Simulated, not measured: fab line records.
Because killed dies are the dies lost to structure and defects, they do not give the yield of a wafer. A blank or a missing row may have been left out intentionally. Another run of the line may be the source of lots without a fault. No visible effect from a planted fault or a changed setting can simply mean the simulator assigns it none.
fab line records	flow sky130
[record] lots = 14	wafers = 42	lastDay = 50
route steps=708 shown CONTACT@430 METAL1@450 METAL2@483 PAD_OPEN@708
lots that met no fault: from a run of the same line without faults
startH: the number of hours between the record's first day and the start of the first shown wafer of the lot	waitH: how many hours have passed since the lot's step before this one	" repeats the value in the row above	L1.1+2: a single row standing in for several wafers	- no value, or no start given	* or withheld: withheld	< > ~ a bound
route shown NAME@n: a module of which the file shows steps, and the number in the route of the first	usual: mean and standard deviation over wafers with no fault	same: alike in all rows	chamber/n: place in a boat	sites: each site's reading	_std_site: standard deviation of those values	_edge_site: inner sites' mean taken away from outer sites' mean	radiusMm: how far each site lies from the wafer's centre	mask NAME#n: copy n	behind: the last tool/chamber to shape the wafer	hold: why the lot went on hold/how many hours it stayed there/how the hold came to an end	device: transistor that didn't switch, given as n, p or np	end of line: tests run on the same wafers once the route is complete	a step with no rows: only its recipe	killed: dies lost to structure and defects at the first sort, not the wafer's yield	map: a wafer's dies, x killed, . not, _ none there
set.NAME: the setting that was run; set.NAME@STEP: the one run at that earlier step	model.NAME: the simulator's own value behind a step, which no gauge read
one table for each step of the route and one row for each wafer, over a sample of lots
services: a tool's chamber out of use, with start hour (startH, from the record's first day; less than 0 if before it), hours out, and reason
[[steps]]
[step SKY_CONTACT_CVD_24]
[recipe] material = W	targetThkNm = 340	timeS = 102.12	tempC = 400	pressureTorr = 40
[usual] heaterPowerW = 971/73
[same] timeS = 102.12
lot.wafer	tool	chamber	startH	waitH	heaterPowerW
L278.3	cvdW-02	1	743.63	0.1	974
L278.5	"	0	"	"	913
L278.6	"	1	"	"	995
L283.1	cvdW-01	1	775.50	0.0	1128
L283.5	"	0	"	"	890
L283.6	"	1	"	"	1089
L285.1	cvdW-02	0	788.34	0.0	909
L285.3	"	0	"	"	912
L285.6	"	0	"	"	903
L284.1	cvdW-01	1	789.65	0.0	1094
L284.2	"	0	"	"	897
L284.5	"	1	"	"	1140
L286.3	cvdW-01	1	800.29	0.1	1106
L286.4	"	0	"	"	900
L286.6	"	1	"	"	1109
L292.2	cvdW-02	0	836.10	0.0	916
L292.4	"	1	"	"	976
L292.6	"	1	"	"	968
L289.1	cvdW-01	0	840.80	0.0	907
L289.2	"	1	"	"	1116
L289.5	"	1	"	"	1081
L293.1	cvdW-02	1	855.57	0.0	1011
L293.2	"	0	"	"	887
L293.6	"	0	"	"	927
L294.2	cvdW-02	1	860.16	0.0	973
L294.3	"	0	"	"	933
L294.6	"	0	"	"	893
L295.2	cvdW-02	1	870.24	0.1	995
L295.3	"	1	"	"	998
L295.5	"	1	"	"	1011
L296.1	cvdW-02	1	876.01	0.0	1010
L296.2	"	1	"	"	986
L296.6	"	1	"	"	982
L299.1	cvdW-02	1	895.64	0.0	1002
L299.2	"	0	"	"	913
L299.5	"	1	"	"	998
L300.3	cvdW-02	1	904.05	0.1	985
L300.5	"	1	"	"	1009
L300.6	"	0	"	"	915
L301.2	cvdW-02	0	905.85	0.0	910
L301.4	"	1	"	"	953
L301.5	"	1	"	"	996
[step SKY_CONTACT_CMP_27]
[recipe] stopOn = SiO2	tOverpolishS = 15	downForcePsi = 3.5	platenRpm = 60	targetThkNm = 0	padVelocityMS = 0.94248
[usual] edgeZonePressureFrac = 1.000/0.0055	headPressurePsi = 3.499/0.0081	motorCurrentA = 10.4/0.62	overpolishRunS = 15.001/0.0081	timeToEndpointS = 82.6/2.8
lot.wafer	tool	chamber	startH	waitH	edgeZonePressureFrac	headPressurePsi	motorCurrentA	overpolishRunS	timeToEndpointS
L278.3	cmp-01	0	743.88	0.0	1.000	3.496	11.3	14.994	84.5
L278.5	"	0	"	"	1.006	3.496	10.7	14.999	83.0
L278.6	"	1	"	"	0.995	3.498	9.5	14.999	83.5
L283.1	cmp-01	0	775.84	0.1	-	-	-	-	-
L283.5	"	3	"	"	-	-	-	-	-
L283.6	"	0	"	"	-	-	-	-	-
L285.1	cmp-02	1	788.63	0.1	-	-	-	-	-
L285.3	"	2	"	"	-	-	-	-	-
L285.6	"	2	"	"	-	-	-	-	-
L284.2	cmp-01	1	790.04	0.1	-	-	-	-	-
L284.1	"	2	"	"	-	-	-	-	-
L284.5	"	3	"	"	-	-	-	-	-
L286.4	cmp-02	2	800.54	0.0	0.999	3.484	11.2	14.998	85.0
L286.3	"	1	"	"	1.000	3.503	9.7	15.004	80.4
L286.6	"	2	"	"	0.999	3.485	10.9	15.008	83.7
L292.2	cmp-02	1	836.44	0.1	1.000	3.502	10.7	15.006	74.8
L292.4	"	3	"	"	1.000	3.502	11.0	15.001	82.9
L292.6	"	1	"	"	0.997	3.499	9.9	14.993	81.3
L289.1	cmp-02	3	841.09	0.1	0.997	3.491	11.0	15.002	81.1
L289.2	"	1	"	"	0.997	3.500	9.6	14.992	83.9
L289.5	"	0	"	"	1.009	3.487	9.8	15.009	79.2
L293.2	cmp-01	2	855.96	0.1	1.004	3.493	10.5	14.999	86.1
L293.1	"	3	"	"	1.004	3.495	10.4	14.985	88.8
L293.6	"	1	"	"	0.998	3.496	9.7	15.018	87.4
L294.2	cmp-01	3	860.45	0.0	0.994	3.493	10.8	15.009	85.4
L294.3	"	1	"	"	0.997	3.490	9.7	15.002	87.5
L294.6	"	0	"	"	1.007	3.493	10.9	14.989	82.3
L295.2	cmp-01	3	870.87	0.3	1.001	3.482	11.3	15.006	80.5
L295.3	"	2	"	"	0.998	3.497	11.3	14.995	80.0
L295.5	"	3	"	"	1.003	3.513	10.6	14.993	81.8
L296.2	cmp-02	1	876.41	0.0	0.999	3.488	10.4	15.000	83.0
L296.1	"	0	"	"	1.002	3.504	9.6	15.006	82.2
L296.6	"	2	"	"	1.005	3.486	11.1	14.987	81.1
L299.1	cmp-01	0	896.03	0.1	0.997	3.499	11.3	14.998	82.9
L299.2	"	1	"	"	0.998	3.496	9.8	15.010	81.7
L299.5	"	2	"	"	1.000	3.498	10.0	15.007	77.2
L300.3	cmp-01	2	904.35	0.1	1.005	3.500	10.2	14.997	80.7
L300.6	"	1	"	"	0.988	3.484	9.6	15.007	83.9
L300.5	"	2	"	"	1.004	3.507	10.1	14.987	81.7
L301.2	cmp-02	0	906.14	0.0	0.993	3.515	9.7	15.013	82.5
L301.4	"	3	"	"	1.000	3.498	10.7	14.989	80.8
L301.5	"	0	"	"	1.007	3.505	9.6	14.997	79.6
[step SKY_METAL1_OVL_MEAS_16]
[usual] METAL1_OVL = 2/5.6
lot.wafer	tool	chamber	startH	waitH	METAL1_OVL[nm]
L278.3	overlay-01	-	771.94	0.1	7
L278.5	"	-	"	"	6
L278.6	"	-	"	"	8
L286.3	overlay-01	-	827.60	0.1	-13
L286.4	"	-	"	"	-8
L286.6	"	-	"	"	-6
L292.2	overlay-01	-	862.88	0.1	6
L292.4	"	-	"	"	1
L292.6	"	-	"	"	3
L289.1	overlay-01	-	867.55	0.1	-3
L289.2	"	-	"	"	-1
L289.5	"	-	"	"	-9
L293.1	overlay-02	-	881.08	0.1	11
L293.2	"	-	"	"	9
L293.6	"	-	"	"	14
L294.2	overlay-02	-	886.38	0.1	1
L294.3	"	-	"	"	10
L294.6	"	-	"	"	9
L295.2	overlay-01	-	897.49	0.1	-1
L295.3	"	-	"	"	0
L295.5	"	-	"	"	-1
L296.1	overlay-02	-	902.83	0.1	-4
L296.2	"	-	"	"	4
L296.6	"	-	"	"	3
L299.1	overlay-02	-	921.63	0.1	1
L299.2	"	-	"	"	0
L299.5	"	-	"	"	4
L300.3	overlay-02	-	930.81	0.1	-1
L300.5	"	-	"	"	4
L300.6	"	-	"	"	-4
L301.2	overlay-02	-	932.34	0.1	6
L301.4	"	-	"	"	4
L301.5	"	-	"	"	4
[step SKY_METAL2_SPUTTER_00]
[recipe] material = Ti	targetThkNm = 15	powerW = 3000	timeS = 10	chamberPressurePa = 0.4
[usual] throttleValvePct = 30.1/0.89
[same] timeS = 10
lot.wafer	tool	chamber	startH	waitH	throttleValvePct
L278.3	pvdSputter-02	-	800.88	0.1	28.6
L278.5	"	-	"	"	29.3
L278.6	"	-	"	"	30.1
L286.3	pvdSputter-01	-	856.47	0.1	29.8
L286.4	"	-	"	"	31.2
L286.6	"	-	"	"	31.5
L292.2	pvdSputter-01	-	890.83	0.2	31.3
L292.4	"	-	"	"	31.9
L292.6	"	-	"	"	31.6
L289.1	pvdSputter-03	-	895.20	0.1	30.2
L289.2	"	-	"	"	30.1
L289.5	"	-	"	"	30.2
L293.1	pvdSputter-01	-	909.47	0.2	31.2
L293.2	"	-	"	"	31.4
L293.6	"	-	"	"	31.5
L294.2	pvdSputter-01	-	914.25	0.2	30.4
L294.3	"	-	"	"	31.8
L294.6	"	-	"	"	29.7
L295.2	pvdSputter-02	-	925.33	0.1	28.1
L295.3	"	-	"	"	30.3
L295.5	"	-	"	"	29.4
L296.1	pvdSputter-03	-	931.05	0.2	30.4
L296.2	"	-	"	"	30.1
L296.6	"	-	"	"	30.3
L299.1	pvdSputter-02	-	949.44	0.2	30.0
L299.2	"	-	"	"	29.9
L299.5	"	-	"	"	29.5
L300.3	pvdSputter-03	-	957.99	0.2	29.7
L300.5	"	-	"	"	30.3
L300.6	"	-	"	"	29.8
L301.2	pvdSputter-01	-	959.76	0.1	31.6
L301.4	"	-	"	"	31.0
L301.5	"	-	"	"	29.8
[step SKY_PAD_OPEN_PROBE_99]
[usual] killed_at_M0_to_M3 = 44/7.3	killed_at_M4_up = 3.0/1.9	killedAtContacts = 24/5	killedAtFrontEnd = 16/4.5	killedAtOther = 0.3/0.46	killedDies = 87/10	killedOnRim = 17/3.5	killedOpen = 47/8.3	killedShort = 39/6.4
[same] grossDies = 492	killedAtBackSide = 0
lot.wafer	tool	chamber	startH	waitH	killed_at_M0_to_M3	killed_at_M4_up	killedAtContacts	killedAtFrontEnd	killedAtOther	killedDies	killedOnRim	killedOpen	killedShort
L283.1	prober-02	-	1105.23	0.1	49	3	422	18	0	492	96	64	39
L283.5	prober-02	-	1105.43	0.2	28	3	448	12	1	492	96	46	24
L283.6	prober-02	-	1105.48	0.2	37	2	432	20	1	492	96	48	36
L285.1	prober-01	-	1114.25	0.1	47	0	432	13	0	492	96	54	29
L285.3	prober-01	-	1114.35	0.2	32	3	439	18	0	492	96	32	31
L285.6	prober-01	-	1114.50	0.2	45	5	432	10	0	492	96	47	38
L284.1	prober-02	-	1115.58	0.1	46	2	435	9	0	492	96	34	43
L284.2	prober-02	-	1115.63	0.1	39	6	432	15	0	492	96	50	37
L284.5	prober-02	-	1115.78	0.2	27	0	456	8	1	492	96	32	19
// killed by level:class
L283.1 CONTACT:areaCmp=389 CONTACT:geometricParticle:open=12 VIA1:geometricParticle:open=11 VIA2:geometricParticle:open=11 LI_CONTACT:geometricParticle:open=7 VIA3:geometricParticle:open=7 POLY_GATE:geometricParticle:short=6 VIA1:geometricParticle:short=5
L283.5 CONTACT:areaCmp=422 LI_CONTACT:geometricParticle:open=9 CONTACT:geometricParticle:open=9 VIA1:geometricParticle:open=7 VIA3:geometricParticle:open=7 CONTACT:geometricParticle:short=5 VIA2:geometricParticle:open=5 FIELD_ISO:geometricParticle:short=3
L283.6 CONTACT:areaCmp=408 VIA1:geometricParticle:open=12 CONTACT:geometricParticle:open=10 POLY_GATE:geometricParticle:short=7 LI_CONTACT:geometricParticle:open=6 VIA3:geometricParticle:open=6 FIELD_ISO:geometricParticle:open=5 LOCAL_INTERCONNECT:geometricParticle:short=4
L285.1 CONTACT:areaCmp=409 VIA1:geometricParticle:open=16 LI_CONTACT:geometricParticle:open=10 VIA2:geometricParticle:open=10 CONTACT:geometricParticle:open=7 METAL1:geometricParticle:short=6 FIELD_ISO:geometricParticle:open=5 VIA1:geometricParticle:short=5
L285.3 CONTACT:areaCmp=429 VIA1:geometricParticle:open=8 FIELD_ISO:geometricParticle:short=5 SPACER:geometricParticle:short=4 VIA3:geometricParticle:open=4 CONTACT:geometricParticle:open=4 METAL2:geometricParticle:short=4 POLY_GATE:geometricParticle:open=3
L285.6 CONTACT:areaCmp=407 LI_CONTACT:geometricParticle:open=9 VIA1:geometricParticle:short=9 VIA3:geometricParticle:open=8 CONTACT:geometricParticle:short=6 VIA1:geometricParticle:open=6 VIA2:geometricParticle:open=6 LOCAL_INTERCONNECT:geometricParticle:short=4
L284.1 CONTACT:areaCmp=415 VIA2:geometricParticle:open=9 VIA1:geometricParticle:open=8 METAL2:geometricParticle:short=8 CONTACT:geometricParticle:open=6 LOCAL_INTERCONNECT:geometricParticle:short=5 METAL1:geometricParticle:short=5 METAL3:geometricParticle:short=4
L284.2 CONTACT:areaCmp=405 LI_CONTACT:geometricParticle:open=10 CONTACT:geometricParticle:open=8 VIA3:geometricParticle:open=7 VIA2:geometricParticle:open=6 METAL2:geometricParticle:short=5 POLY_GATE:geometricParticle:open=5 METAL1:geometricParticle:short=5
L284.5 CONTACT:areaCmp=441 VIA1:geometricParticle:open=9 CONTACT:geometricParticle:open=6 LI_CONTACT:geometricParticle:open=4 VIA2:geometricParticle:open=4 LOCAL_INTERCONNECT:geometricParticle:short=4 METAL1:geometricParticle:short=4 VIA3:geometricParticle:open=4
[[services]]
tool	chamber	startH	hours	kind
pvdSputter-01	3	730.78	-	consumableReplace:kit
cvdW-02	0	731.14	2.9	repair
cmp-01	-	731.16	2.5	repair
cmp-02	-	744.23	4.0	pm
cmp-02	-	748.23	-	consumableReplace:conditioner
cmp-02	-	748.23	-	consumableReplace:pad
cvdW-02	0	758.07	6.3	repair
pvdSputter-02	-	766.11	1.9	repair
pvdSputter-03	-	797.96	2.7	repair
cmp-01	-	836.08	3.1	repair
pvdSputter-02	-	837.47	10.3	repair
cvdW-01	-	838.17	0.4	repair
cvdW-02	0	868.19	8.1	repair
cmp-02	-	870.01	1.8	repair
pvdSputter-02	-	880.16	4.3	repair
pvdSputter-02	-	892.28	0.5	repair
cvdW-01	-	904.00	14.0	pm
cmp-01	-	915.50	4.0	pm
cmp-01	-	919.50	-	consumableReplace:conditioner
cmp-01	-	919.50	-	consumableReplace:pad
pvdSputter-02	-	919.71	5.0	repair
cmp-01	-	930.78	3.3	repair
pvdSputter-02	-	938.01	8.6	repair
cmp-02	-	947.66	2.0	repair
[[key]]
[firstSign] step = SKY_CONTACT_CMP_27	reading = toolRecord	direction = missing
[effect] step = SKY_PAD_OPEN_PROBE_99	reading = killedAtContacts	direction = up	sigmas = 82	usual = 24	struck = 436
[moreKillsBornAt] SKY_CONTACT_CMP_27@cmp-01 = 2459	SKY_CONTACT_CMP_27@cmp-02 = 1236
metAt SKY_CONTACT_CMP_27
struckLots L283,L284,L285
laterRowsLeftOut L283.1,L283.5,L283.6,L284.1,L284.2,L284.5,L285.1,L285.3,L285.6
testerLeftOut L283,L284,L285
notActingAt SKY_CONTACT_CVD_24,SKY_METAL1_OVL_MEAS_16,SKY_METAL2_SPUTTER_00
onsetBetween 743.88 775.84
[fault] kind = skippedStepWhole	tool = cmp-01,cmp-02	chamber = -	onsetH = 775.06	steps = SKY_CONTACT_CMP_27	scope = struckLotsOnly
// testerLeftOut: of these lots the tester's yield and bins aren't shown, on N5 and GAA mostly nor the transistor test; their killed dies are dies lost to structure and defects alone, not to doping, threshold or leakage, so they don't give the yield
// laterRowsLeftOut: the simulator's readings of these wafers behind a module that went badly wrong aren't trusted and aren't shown, but for the sort
